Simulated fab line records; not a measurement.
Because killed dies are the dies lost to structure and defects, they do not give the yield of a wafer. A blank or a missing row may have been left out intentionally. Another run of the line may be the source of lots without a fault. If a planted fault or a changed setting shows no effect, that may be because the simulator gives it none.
Which tool was responsible? / flow sky130 / 11 lots with 32 wafers sampled at 4 steps, on a route of 708 steps

WHAT THE GAUGES READ, wafer by wafer
SKY_SONOS_ONO_THK_MEAS_01. Usual: SONOS_ONO_OXIDATION_THK gives 2.58 nm (standard deviation 0.049).
lot=L365; measured=day 11 03:43; on=film-metro-04; SONOS_ONO_OXIDATION_THK (nm)=2.61 2.56 2.60; flag=
lot=L368; measured=day 13 04:28; on=film-metro-03; SONOS_ONO_OXIDATION_THK (nm)=2.59 2.51 2.58; flag=
lot=L370; measured=day 13 19:59; on=film-metro-03; SONOS_ONO_OXIDATION_THK (nm)=2.73 2.69 2.64; flag=
lot=L371; measured=day 14 00:59; on=film-metro-03; SONOS_ONO_OXIDATION_THK (nm)=2.63 2.66 2.60; flag=
lot=L374; measured=day 14 08:49; on=film-metro-01; SONOS_ONO_OXIDATION_THK (nm)=2.54 2.61 2.54; flag=
lot=L373; measured=day 14 07:29; on=film-metro-01; SONOS_ONO_OXIDATION_THK (nm)=2.59 2.59 2.60; flag=
lot=L377; measured=day 15 15:44; on=film-metro-03; SONOS_ONO_OXIDATION_THK (nm)=2.55 2.50 2.47; flag=
lot=L382; measured=day 16 23:02; on=film-metro-04; SONOS_ONO_OXIDATION_THK (nm)=2.55 2.50; flag=
lot=L383; measured=day 18 04:35; on=film-metro-03; SONOS_ONO_OXIDATION_THK (nm)=2.61 2.71 2.62; flag=
lot=L387; measured=day 18 18:40; on=film-metro-04; SONOS_ONO_OXIDATION_THK (nm)=2.57 2.50 2.47; flag=
lot=L388; measured=day 19 05:35; on=film-metro-04; SONOS_ONO_OXIDATION_THK (nm)=2.56 2.60 2.56; flag=

EACH LOT AND THE TOOL THAT RAN IT (in order: tool; ch and the chambers of the sampled wafers; start)
lot=L365; SKY_FIELD_ISO_ETCH_17=rie-si-01 ch 0,1, day 2 05:43; SKY_PWDE_COAT_02=litho-track-03 ch 0, day 3 10:30; SKY_PWDE_STRIP_09=plasma-asher-02 ch 0,1, day 3 17:58
lot=L368; SKY_FIELD_ISO_ETCH_17=rie-si-02 ch 2,3, day 2 19:01; SKY_PWDE_COAT_02=litho-track-02 ch 0, day 4 17:20; SKY_PWDE_STRIP_09=plasma-asher-03 ch 0,1, day 5 01:58
lot=L370; SKY_FIELD_ISO_ETCH_17=rie-si-02 ch 0,2, day 3 07:30; SKY_PWDE_COAT_02=litho-track-02 ch 0, day 5 04:56; SKY_PWDE_STRIP_09=plasma-asher-02 ch 1, day 5 14:29
lot=L371; SKY_FIELD_ISO_ETCH_17=rie-si-02 ch 0,1,2, day 3 15:25; SKY_PWDE_COAT_02=litho-track-02 ch 0, day 5 07:50; SKY_PWDE_STRIP_09=plasma-asher-03 ch 0,1, day 5 17:29
lot=L374; SKY_FIELD_ISO_ETCH_17=rie-si-01 ch 0,2, day 4 03:13; SKY_PWDE_COAT_02=litho-track-02 ch 0, day 5 13:56; SKY_PWDE_STRIP_09=plasma-asher-02 ch 0,1, day 5 22:58
lot=L373; SKY_FIELD_ISO_ETCH_17=rie-si-02 ch 0,1, day 4 03:22; SKY_PWDE_COAT_02=litho-track-04 ch 0, day 5 13:31; SKY_PWDE_STRIP_09=plasma-asher-04 ch 0,1, day 5 22:44
lot=L377; SKY_FIELD_ISO_ETCH_17=rie-si-02 ch 0,2,3, day 4 21:29; SKY_PWDE_COAT_02=litho-track-02 ch 0, day 6 09:22; SKY_PWDE_STRIP_09=plasma-asher-04 ch 0,1, day 6 18:41
lot=L382; SKY_FIELD_ISO_ETCH_17=rie-si-02 ch 0,1, day 5 21:43; SKY_PWDE_COAT_02=litho-track-03 ch 0, day 7 08:58; SKY_PWDE_STRIP_09=plasma-asher-04 ch 0,1, day 7 19:31
lot=L383; SKY_FIELD_ISO_ETCH_17=rie-si-02 ch 0,3, day 6 06:48; SKY_PWDE_COAT_02=litho-track-04 ch 0, day 8 05:02; SKY_PWDE_STRIP_09=plasma-asher-03 ch 0,1, day 8 16:16
lot=L387; SKY_FIELD_ISO_ETCH_17=rie-si-02 ch 0,3, day 7 02:31; SKY_PWDE_COAT_02=litho-track-02 ch 0, day 8 16:26; SKY_PWDE_STRIP_09=plasma-asher-02 ch 0,1, day 9 03:01
lot=L388; SKY_FIELD_ISO_ETCH_17=rie-si-02 ch 0,2, day 7 08:12; SKY_PWDE_COAT_02=litho-track-02 ch 0, day 8 22:36; SKY_PWDE_STRIP_09=plasma-asher-03 ch 0, day 9 09:47
- SKY_FIELD_ISO_ETCH_17: etches Si in HBr/Cl2/O2, target depth 342 nm, time 97.7 s.
- SKY_PWDE_COAT_02: resist thk 3000 nm.
- SKY_PWDE_STRIP_09: strips in O2/N2.

WHAT THE TOOLS THEMSELVES READ (means of the sampled wafers that have a number; where no wafer has one, the mark that the record gives instead)
SKY_FIELD_ISO_ETCH_17. Usual: chamber-pressure-mTorr 14.998 mTorr, standard deviation 0.014; drypump-motor-current-A 5.89 A, standard deviation 0.25; oes-product-au 0.999 a.u., standard deviation 0.0089; throttle-valve-pct 25.656 %, standard deviation 0.01.
lot=L365; tool=rie-si-01; chamber-pressure-mTorr (mTorr)=15.003; drypump-motor-current-A (A)=5.72; oes-product-au (a.u.)=0.998; throttle-valve-pct (%)=25.660; flag=
lot=L368; tool=rie-si-02; chamber-pressure-mTorr (mTorr)=14.990; drypump-motor-current-A (A)=6.06; oes-product-au (a.u.)=0.999; throttle-valve-pct (%)=25.666; flag=
lot=L370; tool=rie-si-02; chamber-pressure-mTorr (mTorr)=14.998; drypump-motor-current-A (A)=5.93; oes-product-au (a.u.)=0.998; throttle-valve-pct (%)=25.662; flag=
lot=L371; tool=rie-si-02; chamber-pressure-mTorr (mTorr)=15.008; drypump-motor-current-A (A)=5.88; oes-product-au (a.u.)=1.005; throttle-valve-pct (%)=25.649; flag=
lot=L374; tool=rie-si-01; chamber-pressure-mTorr (mTorr)=14.997; drypump-motor-current-A (A)=5.55; oes-product-au (a.u.)=0.993; throttle-valve-pct (%)=25.655; flag=
lot=L373; tool=rie-si-02; chamber-pressure-mTorr (mTorr)=15.005; drypump-motor-current-A (A)=5.81; oes-product-au (a.u.)=0.995; throttle-valve-pct (%)=25.665; flag=
lot=L377; tool=rie-si-02; chamber-pressure-mTorr (mTorr)=14.996; drypump-motor-current-A (A)=5.95; oes-product-au (a.u.)=1.001; throttle-valve-pct (%)=25.654; flag=
lot=L382; tool=rie-si-02; chamber-pressure-mTorr (mTorr)=14.997; drypump-motor-current-A (A)=5.77; oes-product-au (a.u.)=1.007; throttle-valve-pct (%)=25.652; flag=
lot=L383; tool=rie-si-02; chamber-pressure-mTorr (mTorr)=15.000; drypump-motor-current-A (A)=5.82; oes-product-au (a.u.)=1.005; throttle-valve-pct (%)=25.650; flag=
lot=L387; tool=rie-si-02; chamber-pressure-mTorr (mTorr)=14.994; drypump-motor-current-A (A)=5.83; oes-product-au (a.u.)=1.004; throttle-valve-pct (%)=25.648; flag=
lot=L388; tool=rie-si-02; chamber-pressure-mTorr (mTorr)=14.995; drypump-motor-current-A (A)=5.83; oes-product-au (a.u.)=0.999; throttle-valve-pct (%)=25.653; flag=

SKY_PWDE_COAT_02. Usual: chill-plate-temp-C 23.01 C, standard deviation 0.1; dispense-pressure-kPa 52 kPa, standard deviation 3.9.
lot=L365; tool=litho-track-03; chill-plate-temp-C (C)=22.97; dispense-pressure-kPa (kPa)=56; flag=
lot=L368; tool=litho-track-02; chill-plate-temp-C (C)=23.07; dispense-pressure-kPa (kPa)=50; flag=
lot=L370; tool=litho-track-02; chill-plate-temp-C (C)=23.03; dispense-pressure-kPa (kPa)=50; flag=
lot=L371; tool=litho-track-02; chill-plate-temp-C (C)=22.95; dispense-pressure-kPa (kPa)=50; flag=
lot=L374; tool=litho-track-02; chill-plate-temp-C (C)=23.05; dispense-pressure-kPa (kPa)=50; flag=
lot=L373; tool=litho-track-04; chill-plate-temp-C (C)=22.97; dispense-pressure-kPa (kPa)=45; flag=
lot=L377; tool=litho-track-02; chill-plate-temp-C (C)=23.00; dispense-pressure-kPa (kPa)=50; flag=
lot=L382; tool=litho-track-03; chill-plate-temp-C (C)=22.96; dispense-pressure-kPa (kPa)=56; flag=
lot=L383; tool=litho-track-04; chill-plate-temp-C (C)=22.99; dispense-pressure-kPa (kPa)=46; flag=
lot=L387; tool=litho-track-02; chill-plate-temp-C (C)=22.93; dispense-pressure-kPa (kPa)=50; flag=
lot=L388; tool=litho-track-02; chill-plate-temp-C (C)=22.97; dispense-pressure-kPa (kPa)=50; flag=

SKY_PWDE_STRIP_09. Usual: chamber-pressure-mTorr 1499.9 mTorr, standard deviation 1.5; drypump-motor-current-A 5.7 A, standard deviation 0.53; oes-product-au 0.723 a.u., standard deviation 0.0047; strip-time-to-endpoint-s 36.94 s, standard deviation 0.11.
lot=L365; tool=plasma-asher-02; chamber-pressure-mTorr (mTorr)=1499.7; drypump-motor-current-A (A)=5.4; oes-product-au (a.u.)=0.719; strip-time-to-endpoint-s (s)=36.99; flag=
lot=L368; tool=plasma-asher-03; chamber-pressure-mTorr (mTorr)=1499.5; drypump-motor-current-A (A)=5.9; oes-product-au (a.u.)=0.723; strip-time-to-endpoint-s (s)=37.10; flag=
lot=L370; tool=plasma-asher-02; chamber-pressure-mTorr (mTorr)=1498.2; drypump-motor-current-A (A)=5.8; oes-product-au (a.u.)=0.723; strip-time-to-endpoint-s (s)=37.08; flag=
lot=L371; tool=plasma-asher-03; chamber-pressure-mTorr (mTorr)=1500.2; drypump-motor-current-A (A)=5.9; oes-product-au (a.u.)=0.723; strip-time-to-endpoint-s (s)=36.96; flag=
lot=L374; tool=plasma-asher-02; chamber-pressure-mTorr (mTorr)=1500.8; drypump-motor-current-A (A)=5.4; oes-product-au (a.u.)=0.720; strip-time-to-endpoint-s (s)=16.30; flag=OFF
lot=L373; tool=plasma-asher-04; chamber-pressure-mTorr (mTorr)=1501.2; drypump-motor-current-A (A)=5.8; oes-product-au (a.u.)=0.726; strip-time-to-endpoint-s (s)=36.90; flag=
lot=L377; tool=plasma-asher-04; chamber-pressure-mTorr (mTorr)=1499.8; drypump-motor-current-A (A)=5.8; oes-product-au (a.u.)=0.718; strip-time-to-endpoint-s (s)=16.30; flag=OFF
lot=L382; tool=plasma-asher-04; chamber-pressure-mTorr (mTorr)=1500.2; drypump-motor-current-A (A)=5.5; oes-product-au (a.u.)=0.725; strip-time-to-endpoint-s (s)=37.15; flag=
lot=L383; tool=plasma-asher-03; chamber-pressure-mTorr (mTorr)=1498.8; drypump-motor-current-A (A)=5.9; oes-product-au (a.u.)=0.724; strip-time-to-endpoint-s (s)=36.82; flag=
lot=L387; tool=plasma-asher-02; chamber-pressure-mTorr (mTorr)=1500.5; drypump-motor-current-A (A)=5.4; oes-product-au (a.u.)=0.723; strip-time-to-endpoint-s (s)=36.98; flag=
lot=L388; tool=plasma-asher-03; chamber-pressure-mTorr (mTorr)=1499.6; drypump-motor-current-A (A)=6.2; oes-product-au (a.u.)=0.725; strip-time-to-endpoint-s (s)=36.97; flag=

THE ANSWER, worked out from the rows above alone
Rule: a lot counts as off when the mean over its wafers that have a number is more than 3 standard deviations away from the usual mean. A lot without any number at a reading at which 4 lots or more have one is off too. The other lots that the step has rows for count as sound. The gauges are gone through in route order, then the tools' own readings, and for those a lot's mean is taken as printed above. At the first step where some lot is off, the reading lying furthest off is the one used; lots without a number count as furthest.
Off: L374, L377, at SKY_PWDE_STRIP_09 (strip-time-to-endpoint-s).
If a tool, at that step or one of the process steps before it, ran each lot that is off and ran no sound lot following the first of them, it fits. None of those tried fits.

WHAT THE SIMULATOR HAD PUT IN
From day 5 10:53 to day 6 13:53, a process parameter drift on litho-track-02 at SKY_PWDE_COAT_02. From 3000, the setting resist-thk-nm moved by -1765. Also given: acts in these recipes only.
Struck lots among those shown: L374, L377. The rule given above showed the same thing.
